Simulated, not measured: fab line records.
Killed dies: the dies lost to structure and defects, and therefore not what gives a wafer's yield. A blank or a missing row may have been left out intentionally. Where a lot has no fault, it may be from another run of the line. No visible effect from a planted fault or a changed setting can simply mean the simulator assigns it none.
What tool caused it? | flow sky130 | 6 lots with 18 wafers sampled at 2 steps, on a route of 708 steps

WHAT THE GAUGES SHOWED, per wafer
SKY_NWELL_RS_MEAS_29: measures by four-point-probe.
lot  | measured     | on           | NWELL_RS (ohm/sq)
L295 | day 6 17:56  | filmMetro-03 | 624.1 624.6 625.7
L297 | day 7 04:41  | filmMetro-02 | 624.8 623.8 622.9
L299 | day 7 21:17  | filmMetro-04 | 627.3 627.7 625.7
L304 | day 8 19:42  | filmMetro-02 | 622.4 622.3 622.8
L311 | day 10 20:03 | filmMetro-03 | 634.8 634.3 632.9
L313 | day 11 05:16 | filmMetro-02 | 633.2 631.7 633.1

WHAT TOOL EACH LOT RAN ON (gives the tool, then ch and the chambers of the sampled wafers, and finally the start)
lot  | SKY_NWELL_IMPLANT_11
L295 | implanter-03 ch 0, day 5 22:31
L297 | implanter-02 ch 0, day 6 08:36
L299 | implanter-02 ch 0, day 7 00:19
L304 | implanter-01 ch 0, day 7 22:11
L311 | implanter-01 ch 0, day 9 20:47
L313 | implanter-01 ch 0, day 10 05:42
- SKY_NWELL_IMPLANT_11

THE ANSWER, worked out from the rows above alone
Rule: the usual values come from the lots themselves. The widest of any qualifying gaps counts: lots, ordered by their means at a reading, are off when they make up no more than a third of the lots, leave a main group of 4 or more, and stand apart from it by 3 or more times the standard deviation of that group's means. Not used: any main group whose means are identical at the precision the tables above print for the reading. Also off: a lot with no number at a reading for which 4 or more lots have one. Where the step has rows for the other lots, those lots are counted as sound.
Off: L311, L313, at SKY_NWELL_RS_MEAS_29 (NWELL_RS). Mean 624.5 ohm/sq and standard deviation 1.6 in the main group.
If a tool, at a process step before that reading, ran all the lots that are off and no sound lot after the first of them, it fits. Those tools and the gauges at SKY_NWELL_RS_MEAS_29 are tried in the same way. One fits: implanter-01 at SKY_NWELL_IMPLANT_11. Its last sound lot is L304 (day 7 22:11), its first lot that is off L311 (day 9 20:47): a fault that began between those two fits.

WHAT WAS PUT IN BY THE SIMULATOR
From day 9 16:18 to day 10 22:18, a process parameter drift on implanter-01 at SKY_NWELL_IMPLANT_11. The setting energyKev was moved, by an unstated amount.
Lots struck among those shown: L311, L313. This agrees with what the rule above found.
